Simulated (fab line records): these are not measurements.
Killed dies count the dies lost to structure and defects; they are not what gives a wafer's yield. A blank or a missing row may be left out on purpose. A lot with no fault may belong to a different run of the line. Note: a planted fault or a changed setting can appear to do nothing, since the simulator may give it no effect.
fab line records	flow sky130
[record] lots = 7	wafers = 19	lastDay = 50
route steps=708 shown FIELD_ISO@6 PAD_OPEN@708
lots that met no fault: from a run of the same line without faults
startH: hours from the record's first day to the start of the lot's first wafer shown	waitH: hours from the lot's prior step to this one	" repeats the value in the row above	L1.1+2: several wafers, shown together as one row	- value missing, or start not given	* or withheld: withheld	< > ~ a bound
route shown NAME@n: names a module that has steps shown in the file, with the first one's number in the route	usual: mean/standard deviation taken from wafers without a fault	same: alike in all rows	chamber/n: place in a boat	sites: the reading at each site	_std_site: the values' standard deviation	_edge_site: outer sites' mean less inner sites'	radiusMm: for every site, how far away it sits from the centre of the wafer	mask NAME#n: copy n	behind: the most recent tool/chamber to have shaped the wafer	hold: what put the lot on hold/how long, in hours/how the hold closed	device: transistor that didn't switch, given as n, p or np	end of line: tests run on the same wafers once the route is complete	for a step that has no rows: nothing shown but its recipe	killed: dies that structure and defects cost at the first sort, which is not the same as the wafer's yield	map: a wafer's dies, x killed, . not, _ none there
set.NAME: the setting the step ran with; set.NAME@STEP: the setting that earlier step ran with	model.NAME: the simulator's own value behind a step, which no gauge read
lots at selected steps of the route; one table per step, one row per wafer
services: the hour from which a tool's chamber was out of use, counted from the record's first day as startH (under 0 if before that day), plus the number of hours and why
[[steps]]
[step SKY_FIELD_ISO_DEHYDRATE_05]
[recipe] tempC = 200	timeS = 60
[step SKY_FIELD_ISO_HMDS_06]
[recipe] primeTimeS = 60	primeTempC = 120
[step SKY_FIELD_ISO_COAT_07]
[recipe] resist = BARC	tempC = withheld	timeS = withheld	spinRpm = 3000	resistThkNm = 60
[step SKY_FIELD_ISO_COAT_08]
[recipe] resist = KrF-thick	spinRpm = 3000	resistThkNm = 450
[step SKY_FIELD_ISO_SOFTBAKE_09]
[recipe] tempC = 100	timeS = 90	resist = KrF-thick
[step SKY_FIELD_ISO_EXPOSE_10]
[recipe] maskId = FOM	na = 0.68	sourceShape = annular	sigmaInner = 0.4	sigmaOuter = 0.8	targetCdNm = 150	doseMj = 28
[step SKY_FIELD_ISO_PEB_11]
[recipe] pebTempC = withheld	pebTimeS = withheld	resist = KrF-thick
[step SKY_FIELD_ISO_DEVELOP_12]
[recipe] developTimeS = 60	resist = KrF-thick	devTempC = 21
[step SKY_FIELD_ISO_CD_MEAS_13]
[recipe] targetCdNm = 150
[usual] cdNm = 149.6/1.5
lot.wafer	tool	chamber	startH	waitH	cdNm
L258.1	cdSem-01	-	48.76	-	150.5
L258.2	"	-	"	"	149.5
L258.6	"	-	"	"	151.9
L260.4	cdSem-02	-	57.01	-	150.7
L260.5	"	-	"	"	148.8
L260.6	"	-	"	"	150.7
L263.1	cdSem-02	-	68.86	-	150.9
L263.3	"	-	"	"	150.2
L264.1	cdSem-02	-	75.40	-	149.7
L264.6	"	-	"	"	148.1
L270.1	cdSem-02	-	105.30	-	149.4
L270.3	"	-	"	"	149.7
L270.4	"	-	"	"	148.6
L272.1	cdSem-02	-	118.30	-	151.6
L272.4	"	-	"	"	151.8
L272.6	"	-	"	"	152.2
L276.1	cdSem-01	-	138.75	-	147.9
L276.2	"	-	"	"	148.0
L276.3	"	-	"	"	147.3
[step SKY_FIELD_ISO_ETCH_14]
[recipe] chemistry = N2/H2	target = BARC	ionEnergyEv = 200	sourceW = 500	biasW = 100	pressureMtorr = 30	n2FlowSccm = 100	h2FlowSccm = 200	stopOn = SiO2	timeS = 45.9	targetDepthA = 600
[usual] biasW = 100.0/0.31	drypumpMotorCurrentA = 5.8/0.5	oesProductAu = 0.854/0.0048	rfFwdPowerW = 494.7/1.6	runLengthS = 74.3/0.48	throttleValvePct = 13.225/0.0076
[same] timeS = 45.9
lot.wafer	tool	chamber	startH	waitH	biasW	drypumpMotorCurrentA	oesProductAu	rfFwdPowerW	rfHoursCounterH	runLengthS	throttleValvePct
L258.1	rieDiel-01	2	48.88	0.1	99.8	6.4	0.858	494.1	3	75.1	13.221
L258.2	"	1	"	"	99.5	6.1	0.856	493.8	6	73.9	13.236
L258.6	"	2	"	"	100.1	6.4	0.858	494.8	-	74.7	13.220
L260.4	rieDiel-02	0	57.07	0.0	100.3	5.8	0.852	495.8	113	75.1	13.230
L260.5	"	1	"	"	99.6	5.4	0.861	492.5	-	74.5	13.226
L260.6	"	0	"	"	100.0	5.8	0.854	494.3	-	74.7	13.220
L263.1	rieDiel-01	2	68.98	0.1	100.3	6.4	0.859	495.8	3	74.7	13.232
L263.3	"	0	"	"	99.9	5.5	0.853	495.8	125	74.3	13.232
L264.1	rieDiel-02	0	75.52	0.1	100.4	5.8	0.862	495.9	113	74.7	13.216
L264.6	"	1	"	"	99.8	5.4	0.852	495.2	-	74.8	13.221
L270.1	rieDiel-01	1	105.42	0.1	100.2	6.2	0.845	492.6	7	73.9	13.232
L270.3	"	3	"	"	99.1	5.5	0.856	494.6	147	74.0	13.221
L270.4	"	2	"	"	99.4	6.4	0.850	495.2	-	75.0	13.212
L272.1	rieDiel-04	0	118.42	0.1	99.8	4.8	0.853	495.1	3	73.7	13.233
L272.4	"	3	"	"	99.8	5.9	0.852	492.2	95	74.2	13.218
L272.6	"	1	"	"	100.8	5.6	0.851	494.8	-	74.0	13.220
L276.1	rieDiel-01	1	138.87	0.1	100.0	6.2	0.854	495.5	8	74.2	13.222
L276.2	"	2	"	"	100.0	6.4	0.853	495.9	5	74.9	13.220
L276.3	"	0	"	"	99.9	5.5	0.852	497.6	126	74.6	13.225
[step SKY_FIELD_ISO_ETCH_15]
[recipe] chemistry = CHF3/O2	targetDepthNm = 180	stopOn = Si	sourceW = 600	biasW = 200	pressureMtorr = 40	chf3FlowSccm = 50	O2_flow_sccm = 5	timeS = 72
[usual] biasW = 200.0/0.58	drypumpMotorCurrentA = 5.7/0.5	oesProductAu = 0.950/0.0067	rfFwdPowerW = 595.1/1.7	runLengthS = 100.4/0.44	throttleValvePct = 8.846/0.0088
[same] timeS = 72
lot.wafer	tool	chamber	startH	waitH	biasW	drypumpMotorCurrentA	oesProductAu	rfFwdPowerW	rfHoursCounterH	runLengthS	throttleValvePct
L258.1	rieDiel-01	2	48.92	0.0	199.8	6.4	0.949	594.5	3	101.1	8.847
L258.2	"	1	"	"	200.1	6.1	0.958	594.5	6	100.4	8.855
L258.6	"	2	"	"	200.0	6.4	0.950	591.8	-	101.1	8.864
L260.4	rieDiel-02	0	57.11	0.0	199.0	5.8	0.958	594.2	113	100.6	8.856
L260.5	"	1	"	"	201.1	5.4	0.950	593.7	-	100.8	8.844
L260.6	"	0	"	"	198.9	5.8	0.948	592.5	-	100.6	8.860
L263.1	rieDiel-01	2	69.02	0.0	200.9	6.4	0.957	595.7	3	100.9	8.837
L263.3	"	0	"	"	199.9	5.4	0.953	596.7	125	100.8	8.830
L264.1	rieDiel-02	0	75.57	0.0	199.9	5.8	0.944	596.5	113	100.4	8.842
L264.6	"	1	"	"	199.0	5.4	0.949	594.8	-	100.7	8.846
L270.1	rieDiel-01	1	105.47	0.0	200.3	6.2	0.948	591.9	7	100.1	8.837
L270.3	"	3	"	"	199.5	5.5	0.957	592.9	147	100.5	8.862
L270.4	"	2	"	"	199.7	6.4	0.959	594.9	-	100.9	8.849
L272.1	rieDiel-04	0	118.47	0.0	200.1	4.8	0.944	595.3	3	99.9	8.832
L272.4	"	3	"	"	200.8	5.8	0.947	597.3	95	100.6	8.851
L272.6	"	1	"	"	201.3	5.6	0.952	597.7	-	100.2	8.855
L276.1	rieDiel-01	1	138.92	0.0	200.2	6.2	0.952	593.7	8	100.2	8.837
L276.2	"	2	"	"	199.8	6.4	0.952	594.7	5	100.8	8.838
L276.3	"	0	"	"	200.0	5.4	0.949	597.9	126	100.3	8.847
[step SKY_FIELD_ISO_STRIP_16]
[recipe] chemistry = O2/N2	powerW = 1400	pressureMtorr = 1500	platenTempC = withheld	o2FlowSccm = 3000	n2FlowSccm = 300	overashFraction = 0.5
[usual] drypumpMotorCurrentA = 5.8/0.62	oesProductAu = 0.376/0.0049	stripTimeToEndpointS = 3.53/0.036
lot.wafer	tool	chamber	startH	waitH	drypumpMotorCurrentA	oesProductAu	rfHoursCounterH	stripTimeToEndpointS
L258.1	plasmaAsher-01	0	48.98	0.0	5.0	0.381	38	3.51
L258.2	"	1	"	"	4.8	0.376	38	3.52
L258.6	"	0	"	"	4.9	0.369	-	3.46
L260.4	plasmaAsher-02	1	57.20	0.1	5.8	0.381	-	3.50
L260.5	"	0	"	"	6.5	0.379	-	3.53
L260.6	"	1	"	"	5.8	0.377	-	3.51
L263.1	plasmaAsher-03	0	69.08	0.0	5.4	0.371	39	3.51
L263.3	"	1	"	"	6.4	0.378	-	3.60
L264.1	plasmaAsher-01	1	75.62	0.0	4.8	0.384	40	3.52
L264.6	"	0	"	"	5.0	0.373	-	3.52
L270.1	plasmaAsher-01	1	105.52	0.0	4.8	0.373	43	3.47
L270.3	"	1	"	"	4.8	0.373	-	3.46
L270.4	"	0	"	"	5.0	0.376	-	3.45
L272.1	plasmaAsher-03	0	118.52	0.0	5.4	0.379	44	3.51
L272.4	"	0	"	"	5.4	0.372	-	3.50
L272.6	"	0	"	"	5.4	0.375	-	3.53
L276.1	plasmaAsher-01	1	138.97	0.0	4.8	0.384	2	3.55
L276.2	"	0	"	"	5.0	0.378	2	3.52
L276.3	"	0	"	"	5.0	0.377	-	3.60
[step SKY_FIELD_ISO_ETCH_17]
[recipe] targetDepthA = 3420	maskMaterial = Si3N4	chemistry = HBr/Cl2/O2	target = Si	taperDeg = 5	icpW = 600	biasW = 150	pressureMtorr = 15	HBr_flow_sccm = 150	Cl2_flow_sccm = 40	O2_flow_sccm = 6	timeS = 97.7
[usual] biasW = 150.0/0.44	drypumpMotorCurrentA = 5.6/0.55	mfcCl2Sccm = 40.00/0.1	oesProductAu = 0.995/0.014	rfFwdPowerW = 596.0/2.3	runLengthS = 125.9/0.43	throttleValvePct = 25.659/0.011
lot.wafer	tool	chamber	startH	waitH	biasW	drypumpMotorCurrentA	mfcCl2Sccm	oesProductAu	rfFwdPowerW	rfHoursCounterH	runLengthS	throttleValvePct	model.FIELD_ISO.featureDepthNm	model.etch.depthNm	model.Si3N4_of_FIELD_ISO_CVD_03.thkNm
L258.1	rieSi-01	3	49.08	0.1	149.1	5.6	40.00	0.993	597.9	148	125.2	25.674	339	339	151.2
L258.2	"	0	"	"	150.3	5.7	40.08	0.983	591.7	33	126.1	25.664	331.5	331.5	152.7
L258.6	"	1	"	"	150.0	6.2	40.01	0.980	599.8	-	125.7	25.654	334.9	334.9	152.4
L260.4	rieSi-01	0	57.27	0.0	149.9	5.7	39.92	0.988	594.6	33	126.5	25.655	334.9	334.9	152.3
L260.5	"	0	"	"	150.1	5.7	39.90	0.977	591.8	-	125.9	25.662	332.5	332.5	151.2
L260.6	"	1	"	"	-	6.2	40.03	0.988	-	-	80.1	25.676	181.4	181.4	158.7
L263.1	rieSi-01	2	69.18	0.1	-	4.7	39.97	1.004	-	122	80.0	25.646	183.4	183.4	158.2
L263.3	"	1	"	"	150.3	6.2	40.05	0.993	596.6	28	125.3	25.665	338.9	338.9	151
L264.1	rieSi-01	2	75.72	0.1	-	4.7	39.98	0.998	-	122	80.0	25.666	183.2	183.2	157.7
L264.6	"	0	"	"	-	5.7	40.15	0.983	-	-	80.9	25.676	179.6	179.6	157.1
L270.1	rieSi-02	3	105.62	0.1	150.3	6.1	40.16	0.999	595.8	25	126.0	25.651	338.6	338.6	152.1
L270.3	"	1	"	"	149.8	6.3	40.04	1.009	591.9	26	126.0	25.653	347.5	347.5	152.4
L270.4	"	2	"	"	149.7	5.1	40.11	1.002	598.2	32	126.5	25.655	340.9	340.9	154
L272.1	rieSi-02	1	118.62	0.1	150.0	6.3	39.99	1.009	594.9	26	126.3	25.659	348.6	348.6	150.5
L272.4	"	2	"	"	149.9	5.1	39.82	1.000	596.9	32	126.4	25.655	344.5	344.5	152.2
L272.6	"	1	"	"	149.5	6.3	39.95	1.009	593.6	-	126.3	25.657	348	348	151
L276.1	rieSi-01	2	139.07	0.1	150.2	4.7	39.86	0.992	595.1	123	125.1	25.676	334.9	334.9	150.5
L276.2	"	1	"	"	149.6	6.2	40.07	0.997	593.7	29	125.3	25.650	339.3	339.3	151.1
L276.3	"	0	"	"	149.9	5.7	39.80	0.989	595.2	34	126.2	25.672	332.9	332.9	151.5
[step SKY_FIELD_ISO_WET_ETCH_18]
[recipe] chemistry = H3PO4	targetDepthNm = 25	tempC = 160	target = Si3N4	timeS = 286
[step SKY_FIELD_ISO_CLEAN_19]
[recipe] chemistry = SC1/SC2	mix = 1:4:20	tempC = 70	timeS = 150
[step SKY_FIELD_ISO_CLEAN_20]
[recipe] chemistry = dHF	timeS = 20	dilution = 100:1
[step SKY_FIELD_ISO_WET_ETCH_21]
[recipe] chemistry = dHF	dilution = 100:1	targetDepthNm = 20	dry = ipaMarangoni	target = SiO2	tempC = 25	timeS = 400
[step SKY_FIELD_ISO_OXIDATION_22]
[recipe] tempC = 950	ambient = O2	stabiliseS = 600	purgeS = 300	targetThkA = 100	oxTimeS = 623
[step SKY_FIELD_ISO_THK_MEAS_23]
[recipe] reads = SiO2_of_FIELD_ISO_OXIDATION_22
[usual] FIELD_ISO_OXIDATION_01_THK = 9.94/0.24
lot.wafer	tool	chamber	startH	waitH	FIELD_ISO_OXIDATION_01_THK[nm]
L258.1	filmMetro-01	-	50.60	0.0	10.49
L258.2	"	-	"	"	10.29
L258.6	"	-	"	"	10.54
L260.4	filmMetro-02	-	62.56	0.0	9.90
L260.5	"	-	"	"	10.06
L260.6	"	-	"	"	10.04
L263.1	filmMetro-02	-	70.70	0.0	9.99
L263.3	"	-	"	"	10.06
L264.1	filmMetro-02	-	77.81	0.0	9.81
L264.6	"	-	"	"	9.94
L270.1	filmMetro-02	-	108.18	0.0	10.08
L270.3	"	-	"	"	9.86
L270.4	"	-	"	"	9.97
L272.1	filmMetro-02	-	120.14	0.0	9.54
L272.4	"	-	"	"	9.54
L272.6	"	-	"	"	9.69
L276.1	filmMetro-01	-	141.45	0.0	9.63
L276.2	"	-	"	"	9.52
L276.3	"	-	"	"	9.66
[step SKY_FIELD_ISO_CVD_24]
[recipe] material = SiO2	targetThkNm = 595	tempC = 650	sigmaOpenFrac = 0.3	timeS = 99.2	sih4FlowSccm = 60	pressureMtorr = 6
[step SKY_FIELD_ISO_THK_MEAS_25]
[recipe] reads = SiO2_of_FIELD_ISO_CVD_24
[usual] FIELD_ISO_CVD_24_THK = 593/6
lot.wafer	tool	chamber	startH	waitH	FIELD_ISO_CVD_24_THK[nm]
L258.1	filmMetro-01	-	50.73	0.0	596
L258.2	"	-	"	"	586
L258.6	"	-	"	"	583
L260.4	filmMetro-01	-	62.70	0.0	583
L260.5	"	-	"	"	591
L260.6	"	-	"	"	593
L263.1	filmMetro-01	-	70.83	0.0	602
L263.3	"	-	"	"	600
L264.1	filmMetro-01	-	77.94	0.0	588
L264.6	"	-	"	"	587
L270.1	filmMetro-01	-	108.31	0.0	586
L270.3	"	-	"	"	596
L270.4	"	-	"	"	587
L272.1	filmMetro-02	-	120.27	0.0	596
L272.4	"	-	"	"	599
L272.6	"	-	"	"	594
L276.1	filmMetro-03	-	141.58	0.0	592
L276.2	"	-	"	"	600
L276.3	"	-	"	"	600
[step SKY_FIELD_ISO_ANNEAL_26]
[recipe] tempC = 1000	timeS = 1800	ambient = N2
[step SKY_FIELD_ISO_CMP_27]
[recipe] stopOn = Si3N4	tOverpolishS = 16	downForcePsi = 4	platenRpm = 60	targetThkNm = 457.8	padVelocityMS = 0.94248
[usual] motorCurrentA = 12.6/1.3	overpolishRunS = 16.000/0.0089	retainingRingPressureFrac = 1.000/0.0045	slurryFlowMlMin = 150.0/0.48	timeToEndpointS = 112/3.6
lot.wafer	tool	chamber	startH	waitH	motorCurrentA	overpolishRunS	retainingRingPressureFrac	slurryFlowMlMin	timeToEndpointS
L258.2	cmp-01	3	53.23	0.1	11.7	16.001	1.010	150.4	121
L258.1	"	0	"	"	13.2	15.990	1.003	150.5	114
L258.6	"	2	"	"	14.1	16.000	1.001	149.9	110
L260.4	cmp-02	2	66.49	0.0	12.8	16.003	1.005	149.6	110
L260.6	"	2	"	"	12.2	16.007	1.004	150.0	111
L260.5	"	3	"	"	13.6	16.004	1.005	149.8	111
L263.3	cmp-01	1	74.94	0.0	9.0	16.014	1.000	149.7	106
L263.1	"	0	"	"	13.9	15.990	1.000	149.8	110
L264.1	cmp-02	0	79.60	0.1	12.0	15.993	0.998	149.3	116
L264.6	"	3	"	"	13.8	15.994	0.999	150.5	111
L270.3	cmp-02	0	111.08	0.0	12.2	15.997	1.004	149.1	110
L270.1	"	2	"	"	13.3	16.001	1.000	149.8	115
L270.4	"	3	"	"	13.3	16.013	0.997	149.5	108
L272.4	cmp-02	1	121.83	0.0	12.8	16.014	1.002	150.0	110
L272.1	"	2	"	"	12.5	16.013	1.006	150.8	118
L272.6	"	1	"	"	12.9	15.993	0.998	149.9	112
L276.3	cmp-01	2	144.46	0.0	12.8	16.007	1.006	149.4	110
L276.2	"	3	"	"	11.7	16.017	0.992	150.3	113
L276.1	"	0	"	"	13.7	15.981	1.005	150.2	105
[step SKY_FIELD_ISO_WET_ETCH_28]
[recipe] chemistry = dHF	targetDepthNm = 23.7	target = SiO2	dilution = 10:1	tempC = 25	timeS = 47
[usual] runLengthS = 74.9/2.7
[same] timeS = 47
lot.wafer	tool	chamber	startH	waitH	runLengthS	model.Si3N4_of_FIELD_ISO_CVD_03.thkNm
L258.1	wetBench-04	2	53.43	0.1	75.3	120.8
L258.2	"	2	"	"	75.3	122.4
L258.6	"	2	"	"	75.3	122.1
L260.4	wetBench-04	1	66.79	0.2	74.5	122.5
L260.5	"	1	"	"	74.5	121.2
L260.6	"	1	"	"	74.5	128.8
L263.1	wetBench-02	1	75.24	0.1	79.2	127.5
L263.3	"	1	"	"	79.2	120.1
L264.1	wetBench-01	2	79.80	0.1	80.4	127
L264.6	"	2	"	"	80.4	126.3
L270.1	wetBench-01	0	111.38	0.1	72.8	121.1
L270.3	"	0	"	"	72.8	121.4
L270.4	"	0	"	"	72.8	123
L272.1	wetBench-02	2	122.13	0.2	74.0	118.8
L272.4	"	2	"	"	74.0	120.7
L272.6	"	2	"	"	74.0	119.6
L276.1	wetBench-01	2	144.76	0.1	73.1	119.6
L276.2	"	2	"	"	73.1	120.2
L276.3	"	2	"	"	73.1	120.6
[step SKY_FIELD_ISO_WET_ETCH_29]
[recipe] chemistry = H3PO4	targetDepthNm = 160	target = Si3N4	tempC = 160	timeS = 1825
[step SKY_PAD_OPEN_PROBE_99]
[usual] killed_at_M0_to_M3 = 43/7.7	killed_at_M4_up = 3.1/1.7	killedAtContacts = 23/4.8	killedAtFrontEnd = 15/4.5	killedAtOther = 0.3/0.58	killedDies = 85/10	killedOpen = 46/7.5	killedShort = 38/6.5
[same] grossDies = 492	killedAtBackSide = 0
lot.wafer	tool	chamber	startH	waitH	killed_at_M0_to_M3	killed_at_M4_up	killedAtContacts	killedAtFrontEnd	killedAtOther	killedDies	killedOpen	killedShort	model.etest.pfet_16v.rOnOhmUm	model.etest.res_p_drift_20v.lineOhmUm	model.etest.res_p_drift_20v.rsOhmSq	model.etest.resIsoPwell.rsOhmSq	model.etest.nfet_16v.rOnOhmUm	model.etest.resIsoPwell.lineOhmUm	model.etest.resNwell.lineOhmUm	model.etest.resNwell.rsOhmSq
L258.1	prober-01	-	1105.97	0.1	41	2	29	8	0	80	45	35	1.542e+04	1.157e+04	9668	3175	1.431e+04	1222	1099	925
L258.2	prober-01	-	1106.02	0.1	40	2	23	11	0	76	42	33	1.518e+04	1.148e+04	9409	3056	1.439e+04	1141	1078	917.6
L258.6	prober-01	-	1106.22	0.2	40	2	24	8	0	74	38	34	1.516e+04	1.163e+04	9532	3113	1.42e+04	1165	1087	915.7
L260.4	prober-02	-	1113.88	0.2	49	6	27	18	0	100	52	48	1.513e+04	1.183e+04	9842	3027	1.396e+04	1141	1224	1014
L260.5	prober-02	-	1113.93	0.2	44	4	30	20	0	98	52	46	1.516e+04	1.145e+04	9615	2915	1.394e+04	1100	1200	1004
L260.6	prober-02	-	1113.98	0.2	46	4	27	12	0	89	51	38	1.194e+04	7632	6336	1792	1.331e+04	668.7	874.5	706.1
L263.1	prober-01	-	1129.18	0.1	46	2	31	16	0	95	56	39	1.195e+04	7466	6178	1769	1.319e+04	656.4	860.7	693.3
L263.3	prober-01	-	1129.28	0.2	50	2	15	16	0	83	45	38	1.519e+04	1.042e+04	8655	2869	1.391e+04	1089	1167	955.6
L264.1	prober-02	-	1129.50	0.1	40	3	30	17	0	90	44	46	1.168e+04	7484	6236	1766	1.324e+04	661	863.3	704.7
L264.6	prober-02	-	1129.75	0.2	43	5	18	15	2	83	40	42	1.184e+04	7488	6236	1738	1.346e+04	656.7	849	693.2
L270.1	prober-01	-	1159.63	0.1	46	1	21	22	0	90	51	39	1.538e+04	1.13e+04	9273	3198	1.393e+04	1226	1143	957.9
L270.3	prober-01	-	1159.73	0.2	41	8	16	20	1	86	51	35	1.58e+04	1.179e+04	9793	3547	1.391e+04	1330	1169	1002
L270.4	prober-01	-	1159.78	0.2	31	3	23	15	0	72	42	30	1.551e+04	1.151e+04	9505	3365	1.384e+04	1274	1159	985.4
L272.1	prober-01	-	1173.68	0.1	39	6	25	21	0	91	54	37	1.543e+04	1.213e+04	1.01e+04	3282	1.399e+04	1247	1146	982.1
L272.4	prober-01	-	1173.83	0.2	36	2	28	13	0	79	38	41	1.536e+04	1.19e+04	9918	3205	1.394e+04	1226	1140	973.6
L272.6	prober-01	-	1173.93	0.2	44	3	21	13	0	81	40	41	1.554e+04	1.226e+04	1.012e+04	3347	1.395e+04	1261	1141	979.6
L276.1	prober-01	-	1191.35	0.1	31	2	17	16	0	66	30	36	1.534e+04	1.13e+04	9521	3267	1.405e+04	1217	1140	956.5
L276.3	prober-01	-	1191.45	0.2	37	2	19	16	0	74	36	38	1.524e+04	1.108e+04	9331	3208	1.4e+04	1195	1124	953.2
// killed by level:class
L258.1 CONTACT:geometricParticle:open=9 VIA1:geometricParticle:open=8 CONTACT:geometricParticle:short=6 LI_CONTACT:geometricParticle:open=6 VIA3:geometricParticle:open=6 VIA2:geometricParticle:short=6 LOCAL_INTERCONNECT:geometricParticle:short=4 METAL1:geometricParticle:short=4
L258.2 CONTACT:geometricParticle:open=10 METAL2:geometricParticle:short=9 VIA3:geometricParticle:open=6 LI_CONTACT:geometricParticle:open=6 VIA2:geometricParticle:open=6 VIA1:geometricParticle:open=6 VIA1:geometricParticle:short=5 FIELD_ISO:geometricParticle:short=4
L258.6 VIA1:geometricParticle:open=16 LOCAL_INTERCONNECT:geometricParticle:short=7 LI_CONTACT:geometricParticle:open=6 LOCAL_INTERCONNECT:geometricParticle:open=4 METAL1:geometricParticle:short=4 VIA1:geometricParticle:short=4 VIA3:geometricParticle:open=3 LI_CONTACT:geometricParticle:short=3
L260.4 METAL2:geometricParticle:short=10 VIA1:geometricParticle:open=10 CONTACT:geometricParticle:open=9 FIELD_ISO:geometricParticle:short=8 LI_CONTACT:geometricParticle:open=8 VIA2:geometricParticle:open=7 CONTACT:geometricParticle:short=5 METAL1:geometricParticle:short=5
L260.5 CONTACT:geometricParticle:open=13 VIA1:geometricParticle:open=11 METAL2:geometricParticle:short=7 POLY_GATE:geometricParticle:short=6 LOCAL_INTERCONNECT:geometricParticle:short=6 VIA1:geometricParticle:short=6 CONTACT:geometricParticle:short=4 FIELD_ISO:geometricParticle:open=4
L260.6 VIA1:geometricParticle:open=11 CONTACT:geometricParticle:open=10 LI_CONTACT:geometricParticle:open=8 VIA3:geometricParticle:open=6 LI_CONTACT:geometricParticle:short=5 METAL1:geometricParticle:short=5 VIA1:geometricParticle:short=5 POLY_GATE:geometricParticle:open=4
L263.1 VIA1:geometricParticle:open=12 CONTACT:geometricParticle:open=11 LI_CONTACT:geometricParticle:open=10 VIA2:geometricParticle:open=7 FIELD_ISO:geometricParticle:open=6 METAL1:geometricParticle:short=6 CONTACT:geometricParticle:short=5 VIA1:geometricParticle:short=5
L263.3 VIA2:geometricParticle:open=10 VIA1:geometricParticle:open=9 FIELD_ISO:geometricParticle:open=6 METAL1:geometricParticle:short=6 METAL2:geometricParticle:short=6 LI_CONTACT:geometricParticle:open=5 VIA3:geometricParticle:open=5 LI_CONTACT:geometricParticle:short=4
L264.1 METAL2:geometricParticle:short=11 CONTACT:geometricParticle:open=10 VIA2:geometricParticle:open=8 VIA1:geometricParticle:open=7 LI_CONTACT:geometricParticle:open=6 FIELD_ISO:geometricParticle:open=5 CONTACT:geometricParticle:short=5 LI_CONTACT:geometricParticle:short=4
L264.6 VIA1:geometricParticle:open=13 VIA1:geometricParticle:short=5 METAL2:geometricParticle:short=5 METAL3:geometricParticle:short=5 POLY_GATE:geometricParticle:open=4 METAL1:geometricParticle:short=4 LI_CONTACT:geometricParticle:short=4 LOCAL_INTERCONNECT:geometricParticle:short=4
L270.1 VIA1:geometricParticle:open=18 CONTACT:geometricParticle:open=7 VIA1:geometricParticle:short=7 FIELD_ISO:geometricParticle:open=6 POLY_GATE:geometricParticle:short=6 LI_CONTACT:geometricParticle:open=6 METAL2:geometricParticle:short=5 LOCAL_INTERCONNECT:geometricParticle:short=4
L270.3 VIA2:geometricParticle:open=9 VIA1:geometricParticle:open=8 VIA1:geometricParticle:short=8 LI_CONTACT:geometricParticle:open=8 METAL4:geometricParticle:short=6 FIELD_ISO:geometricParticle:short=5 FIELD_ISO:geometricParticle:open=5 VIA3:geometricParticle:open=5
L270.4 LI_CONTACT:geometricParticle:open=10 CONTACT:geometricParticle:open=7 VIA3:geometricParticle:open=6 VIA1:geometricParticle:open=5 POLY_GATE:geometricParticle:open=4 METAL1:geometricParticle:short=4 VIA1:geometricParticle:short=4 METAL2:geometricParticle:short=4
L272.1 VIA1:geometricParticle:open=11 LI_CONTACT:geometricParticle:open=8 FIELD_ISO:geometricParticle:open=7 METAL2:geometricParticle:short=7 CONTACT:geometricParticle:open=6 METAL1:geometricParticle:short=6 LOCAL_INTERCONNECT:geometricParticle:short=5 VIA2:geometricParticle:open=5
L272.4 CONTACT:geometricParticle:short=13 VIA1:geometricParticle:open=9 FIELD_ISO:geometricParticle:open=6 CONTACT:geometricParticle:open=6 LOCAL_INTERCONNECT:geometricParticle:short=4 METAL1:geometricParticle:short=4 VIA1:geometricParticle:short=4 METAL2:geometricParticle:short=4
L272.6 VIA2:geometricParticle:open=9 LOCAL_INTERCONNECT:geometricParticle:short=7 LI_CONTACT:geometricParticle:open=6 METAL1:geometricParticle:short=6 CONTACT:geometricParticle:open=6 VIA3:geometricParticle:open=6 VIA3:geometricParticle:short=5 VIA1:geometricParticle:open=4
L276.1 VIA1:geometricParticle:open=7 LI_CONTACT:geometricParticle:open=6 METAL2:geometricParticle:short=6 METAL1:geometricParticle:short=5 VIA3:geometricParticle:short=5 CONTACT:geometricParticle:open=5 VIA3:geometricParticle:open=4 FIELD_ISO:geometricParticle:short=3
L276.3 CONTACT:geometricParticle:open=6 METAL2:geometricParticle:short=6 FIELD_ISO:geometricParticle:short=5 LI_CONTACT:geometricParticle:open=5 VIA2:geometricParticle:open=5 VIA3:geometricParticle:open=5 FIELD_ISO:geometricParticle:open=4 CONTACT:geometricParticle:short=4
[[services]]
tool	chamber	startH	hours	kind
rieDiel-02	2	34.87	3.9	repair
rieDiel-04	-	41.80	0.6	repair
cmp-01	-	48.02	1.1	repair
rieDiel-02	2	58.40	5.7	repair
rieDiel-02	0	60.36	3.9	repair
cmp-01	-	64.19	4.0	pm
cmp-01	-	68.19	-	consumableReplace:conditioner
cmp-01	-	68.19	-	consumableReplace:pad
cmp-01	-	76.44	6.2	repair
rieSi-01	3	90.24	-	clean
rieSi-01	3	90.24	19.4	scheduledDown
rieSi-01	3	90.24	19.4	ventCycle
cmp-01	-	99.05	4.1	pm
rieDiel-01	0	100.13	24.2	repair
rieSi-01	0	103.68	1.6	repair
rieDiel-01	1	106.28	2.9	repair
plasmaAsher-01	-	108.75	9.0	pm
plasmaAsher-01	0	108.75	9.0	ventCycle
plasmaAsher-01	1	108.75	9.0	ventCycle
plasmaAsher-01	0	117.75	-	clean
plasmaAsher-01	1	117.75	-	clean
rieDiel-02	3	121.52	15.1	repair
rieDiel-01	3	137.40	3.0	repair
[[key]]
[firstSign] step = SKY_FIELD_ISO_ETCH_17	reading = runLengthS	direction = down	sigmas = 99+	usual = *	struck = *
effect none on later readings
[modelEffect] step = SKY_FIELD_ISO_ETCH_17	value = FIELD_ISO.featureDepthNm	without = 338.7	struck = 181.9
[modelEffect] step = SKY_FIELD_ISO_WET_ETCH_28	value = Si3N4_of_FIELD_ISO_CVD_03.thkNm	without = 120.5	struck = 127.4
[modelEffect] step = SKY_PAD_OPEN_PROBE_99	value = etest.pfet_16v.rOnOhmUm	without = 1.521e+04	struck = 1.185e+04
metAt SKY_FIELD_ISO_ETCH_17
struckWafers L260.6,L263.1,L264.1,L264.6
testerLeftOut L260,L263,L264
onsetBetween 49.08 57.27
[fault] kind = processParameterDrift	tool = rieSi-01	chamber = -	onsetH = 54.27	steps = SKY_FIELD_ISO_ETCH_17	channel = timeS	offset = *	shape = step	endH = 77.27	scope = struckWafersOnly	actsIn = *	stated = *
// testerLeftOut: of these lots the tester's yield and bins aren't shown, on N5 and GAA mostly nor the transistor test; their killed dies are dies lost to structure and defects alone, not to doping, threshold or leakage, so they don't give the yield
